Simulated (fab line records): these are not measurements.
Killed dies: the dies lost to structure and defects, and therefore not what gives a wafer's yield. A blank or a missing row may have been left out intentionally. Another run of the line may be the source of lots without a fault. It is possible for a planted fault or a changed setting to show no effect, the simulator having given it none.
What tool caused it? | flow gf180mcu | 36 wafers from 12 lots sampled at 3 of the route's 602 steps

WHAT THE GAUGES READ, wafer by wafer
GF_V2_THK_MEAS_03.
lot  | measured     | on           | V2_CVD_02_THK (nm)
L074 | day 19 15:24 | filmMetro-01 | 847 849 862
L077 | day 20 16:32 | filmMetro-02 | 852 865 855
L079 | day 21 00:15 | filmMetro-04 | 859 859 860
L081 | day 21 22:30 | filmMetro-01 | 836 853 843
L083 | day 22 13:45 | filmMetro-04 | 849 842 846
L085 | day 23 05:33 | filmMetro-04 | 835 856 847
L087 | day 23 18:26 | filmMetro-01 | 846 862 857
L089 | day 24 16:38 | filmMetro-04 | 845 840 862
L091 | day 25 03:28 | filmMetro-04 | 848 850 860
L093 | day 26 00:34 | filmMetro-02 | 841 850 868
L095 | day 26 13:49 | filmMetro-01 | 850 840 858
L097 | day 27 01:53 | filmMetro-04 | 852 852 851

TOOL THAT RAN EACH LOT (tool first, then ch and the chambers of the sampled wafers, then the start)
lot  | GF_V1_STRIP_18                      | GF_M2_METAL_ETCH_16
L074 | plasmaAsher-04 ch 0,1, day 18 12:31 | rieMetal-03 ch 0,1, day 19 14:29
L077 | plasmaAsher-03 ch 0,1, day 19 13:40 | rieMetal-03 ch 0,1, day 20 15:34
L079 | plasmaAsher-03 ch 1, day 19 21:58   | rieMetal-03 ch 0,1, day 20 23:23
L081 | plasmaAsher-04 ch 0,1, day 20 20:18 | rieMetal-03 ch 0,1, day 21 21:39
L083 | plasmaAsher-03 ch 0,1, day 21 11:31 | rieMetal-01 ch 1, day 22 12:50
L085 | plasmaAsher-03 ch 0,1, day 22 04:17 | rieMetal-01 ch 0,1, day 23 04:41
L087 | plasmaAsher-03 ch 0,1, day 22 17:30 | rieMetal-01 ch 0,1, day 23 17:29
L089 | plasmaAsher-03 ch 0,1, day 23 16:07 | rieMetal-01 ch 0, day 24 15:38
L091 | plasmaAsher-01 ch 0,1, day 24 03:15 | rieMetal-03 ch 0, day 25 02:32
L093 | plasmaAsher-04 ch 0,1, day 25 01:00 | rieMetal-03 ch 0,1, day 25 23:41
L095 | plasmaAsher-03 ch 0,1, day 25 14:12 | rieMetal-04 ch 0,1, day 26 12:56
L097 | plasmaAsher-04 ch 0,1, day 26 03:08 | rieMetal-04 ch 0,1, day 27 01:03
- GF_V1_STRIP_18: strips in O2/N2.
- GF_M2_METAL_ETCH_16: etches the open film in Cl2/BCl3, stops on SiO2, target depth 627.5 nm, time 104.6 s.

THE ANSWER, worked out from the rows above alone
Rule: the lots themselves supply what counts as usual. The widest of any qualifying gaps counts: lots, ordered by their means at a reading, are off when they make up no more than a third of the lots, leave a main group of 4 or more, and stand apart from it by 3 or more times the standard deviation of that group's means. The tables above print the reading to a certain number of digits; a main group whose means all agree to those digits is not used. A lot without any number at a reading at which 4 lots or more have one is off too. Any other lot the step has rows for is counted as sound.
No lot is off at any reading shown: from this, nothing can be told.

WHAT THE SIMULATOR HAD INSERTED
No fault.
